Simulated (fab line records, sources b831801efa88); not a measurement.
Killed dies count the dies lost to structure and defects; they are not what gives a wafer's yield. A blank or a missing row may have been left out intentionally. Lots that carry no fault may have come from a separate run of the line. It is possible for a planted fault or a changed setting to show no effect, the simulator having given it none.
Code-filled problem report in 8D (eight disciplines) form	flow gf180mcu	the parts of the form that need people (team, actions taken, sign-off) are left out

== 1. WHAT WENT WRONG ==
Mean of oes product au at GF_DUAL_GATE_STRIP_13: 0.759 a.u. across 2 wafers in 2 lots; on wafers with no fault it is 0.716 a.u. (standard deviation 0.0046). That puts it +9.3 standard deviations away from the usual mean.
The step: strips in O2/N2.
First observed at day 11 07:33: wafer L459.3, on plasma asher-02. The record holds 42 wafers of 14 lots with a number at this step. By rule, "out" or "out of limits" means more than 4 standard deviations away from the usual mean. All remaining wafers that have a number are taken as sound.

== 2. WHAT THIS IS AND IS NOT ==
question	is	is not
which readings at this step	oes product au	drypump motor current A, heater power w, strip time to endpoint s
which lots	L459, L464	L449, L450, L451, L453, L454, L455, L456, L457, L465, L467, L470, L471
which wafers of those lots	L459.3, L464.5	L459.2, L459.5, L464.2, L464.4
read on which tools	plasma asher-02	plasma asher-01, plasma asher-03
when	from day 11 07:33	up to then (26 sound wafers); but 14 sound wafers of L464, L465, L467, L470, L471 came after

== 3. THE SUSPECTS, EACH WITH WHAT RULES IT OUT ==
Counting: a tool at a process step up to the reading stays a suspect if it ran every lot that is out. Sound lots after the first of them don't rule it out here, since some wafers of a struck lot are sound.
- plasma asher-02 at GF_DUAL_GATE_STRIP_13 (strips in O2/N2): kept. Ran every lot that is out, first one L459 (day 11 07:33); last sound lot up to then L456 (day 10 09:30). Its own oes product au readings are out on those wafers.
- Within plasma asher-02 at GF_DUAL_GATE_STRIP_13, the wafers that are out were processed in chamber 0 and their sound lot-mates in chamber 1.
The count leaves plasma asher-02 at GF_DUAL_GATE_STRIP_13.

== 4. THE CAUSE (what the simulator had put in) ==
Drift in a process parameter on plasma asher-02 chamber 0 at GF_DUAL_GATE_STRIP_13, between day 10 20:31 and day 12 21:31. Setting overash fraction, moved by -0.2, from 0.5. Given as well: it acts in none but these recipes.
Only this tool survived the counting.

== 5. THE CHAIN OF EFFECTS, in route order ==
Each row: a reading where the mean over the struck wafers with a number is more than 3 standard deviations away from the usual. Only readings for which the record gives a usual standard deviation are gone through. hours: the time from each lot's start at the first step in this table that gives one to its start at this step, as a median over the lots. sigmas: the change in usual standard deviations.
hours	step	reading	usual	on struck wafers	change	sigmas
0	GF_DUAL_GATE_STRIP_13	oes product au	0.716 a.u.	0.759	+0.043	+9.3
Process steps it contains:
- GF_DUAL_GATE_STRIP_13: strips in O2/N2.

== 6. WHAT WOULD HAVE CAUGHT IT SOONER ==
11 hours passed between the start of the fault at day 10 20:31 and the first reading out of limits in this record, taken at day 11 07:33.
